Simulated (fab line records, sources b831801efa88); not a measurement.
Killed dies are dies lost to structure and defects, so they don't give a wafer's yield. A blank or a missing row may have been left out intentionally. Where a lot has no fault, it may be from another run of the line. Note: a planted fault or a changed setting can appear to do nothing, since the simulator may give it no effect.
Matching of chambers | flow gf180mcu | 4 sister chambers for GF_SAB_ETCH_11 on rie diel-03
The step etches SiO2 in C4F8/O2/Ar, target depth 55 nm, time 8.5 s. 14 wafers are shown with their chamber, then 7 later ones without.

## EACH WAFER AND ITS CHAMBER
wafer  | chamber | oes product au (a.u.)
L682.3 | 3       | 1.015
L682.4 | 2       | 1.018
L682.5 | 3       | 1.005
L686.2 | 0       | 1.006
L686.4 | 2       | 1.016
L686.5 | 3       | 1.009
L687.2 | 0       | 1.013
L687.3 | 1       | 0.988
L687.6 | 3       | 1.009
L688.1 | 0       | 0.999
L688.3 | 3       | 1.016
L688.5 | 0       | 1.004
L691.3 | 0       | 1.009
L691.4 | 0       | 1.019

SIGNATURES (averages over the wafers above)
reading        | chamber 0 | chamber 1 | chamber 2 | chamber 3 | scatter within a chamber
oes product au | 1.00833   | 0.98800   | 1.01700   | 1.01080   | 0.00578
Rule: a wafer lies at a distance from a chamber equal to the root of the sum of squares, over the readings, of (its reading less the chamber's mean, divided by the reading's scatter). If the next closest chamber is less than 2 further off than the closest, the wafer can't be placed; otherwise it belongs to the closest. The scatter is the square root of a quotient: the sum, over the shown wafers, of each reading's squared deviation from its chamber's mean, divided by wafers minus chambers.

## WAFERS WHOSE CHAMBER IS MISSING
wafer  | oes product au (a.u.)
L691.6 | 1.018
L701.2 | 1.008
L701.3 | 1.010
L701.4 | 1.011
L703.2 | 1.013
L703.5 | 1.014
L703.6 | 1.008

## WHICH CHAMBER EACH WENT THROUGH
wafer  | from the rows above          | in truth
L691.6 | can't be placed: 2 or 3 or 0 | 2
L701.2 | can't be placed: 0 or 3 or 2 | 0
L701.3 | can't be placed: 3 or 0 or 2 | 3
L701.4 | can't be placed: 3 or 0 or 2 | 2
L703.2 | can't be placed: 3 or 2 or 0 | 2
L703.5 | can't be placed: 2 or 3 or 0 | 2
L703.6 | can't be placed: 0 or 3 or 2 | 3
0 of 7 placed correctly. These rows do not allow placing 7 (true chamber among the candidates in 7). Wrongly placed: 0.
